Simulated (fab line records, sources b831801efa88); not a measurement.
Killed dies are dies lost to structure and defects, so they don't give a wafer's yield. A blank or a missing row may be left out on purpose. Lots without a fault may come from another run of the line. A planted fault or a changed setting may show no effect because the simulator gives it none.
One fault seen from 2 desks | flow sky130 | each desk has only its own numbers; what lay behind them comes last

THE TOOL OWNER'S DESK: rie_diel-02
The tool's own readings at SKY_CONTACT_ETCH_16 (etches BARC in N2/H2, stops on SiO2, time 45.9 s, target depth 60 nm): means of the sampled wafers that have a number, for each lot that ran on this tool. A lot is out of limits, marked OUT, if its mean lies more than 4 standard deviations from the usual mean; the brackets give that distance.
Columns: A = chamber_pressure_mTorr at SKY_CONTACT_ETCH_16, usual 30.000 mTorr; B = drypump_motor_current_A at SKY_CONTACT_ETCH_16, usual 5.8 A; C = h2_flow_sccm at SKY_CONTACT_ETCH_16, usual 200.0 sccm; D = oes_product_au at SKY_CONTACT_ETCH_16, usual 0.855 a.u.; E = rf_fwd_power_W at SKY_CONTACT_ETCH_16, usual 494.4 W; F = throttle_valve_pct at SKY_CONTACT_ETCH_16, usual 13.226 %
lot  | first seen here | A      | B   | C     | D     | E               | F
L931 | day 33 07:25    | 30.024 | 6.5 | 199.9 | 0.852 | 492.2           | 13.220
L939 | day 35 21:55    | 30.011 | 6.1 | 199.1 | 0.853 | 573.3 (+38) OUT | 13.228
L940 | day 35 23:44    | 30.003 | 6.1 | 199.8 | 0.855 | 574.8 (+38) OUT | 13.230
L948 | day 38 20:53    | 29.985 | 6.2 | 199.7 | 0.853 | 494.5           | 13.210
This desk's finding: out of limits on L939, L940; first on L939, day 35 21:55 (rf_fwd_power_W at SKY_CONTACT_ETCH_16). In limits: L931, L948.

THE METROLOGY DESK
What the gauges read, lot by lot, whatever tool the lot ran on: means of the sampled wafers that have a number. A lot is out of limits, marked OUT, if its mean lies more than 4 standard deviations from the usual mean; the brackets give that distance.
Columns: A = CONTACT_HDPCVD_THK at SKY_CONTACT_THK_MEAS_03, usual 564 nm
lot  | first seen here | A
L926 | day 29 23:33    | 562
L928 | day 31 10:09    | 566
L929 | day 31 14:49    | 561
L930 | day 31 18:06    | 556
L931 | day 32 03:24    | 564
L939 | day 34 19:16    | 560
L940 | day 34 21:07    | 573
L943 | day 36 05:11    | 562
L944 | day 36 08:50    | 567
L947 | day 37 13:01    | 567
L948 | day 37 18:48    | 571
L949 | day 38 02:28    | 562
This desk's finding: nothing out of limits on any of the 12 lots.

PUT TOGETHER
The tool owner's desk could have raised an alarm at day 35 21:55, on L939, L940.
The metrology desk saw nothing out of limits.
The metrology desk has L939, L940 on record, within its limits.
Of the lots named, all ran SKY_CONTACT_ETCH_16 on rie_diel-02.

WHAT THE SIMULATOR HAD PUT IN
Process parameter drift: rie_diel-02, from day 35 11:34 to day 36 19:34, at SKY_CONTACT_ETCH_16. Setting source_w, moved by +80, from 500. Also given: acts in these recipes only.
Lots struck among those shown: L939, L940.
Hours from the fault's start to each desk's first reading out of limits: the tool owner's desk, 10.
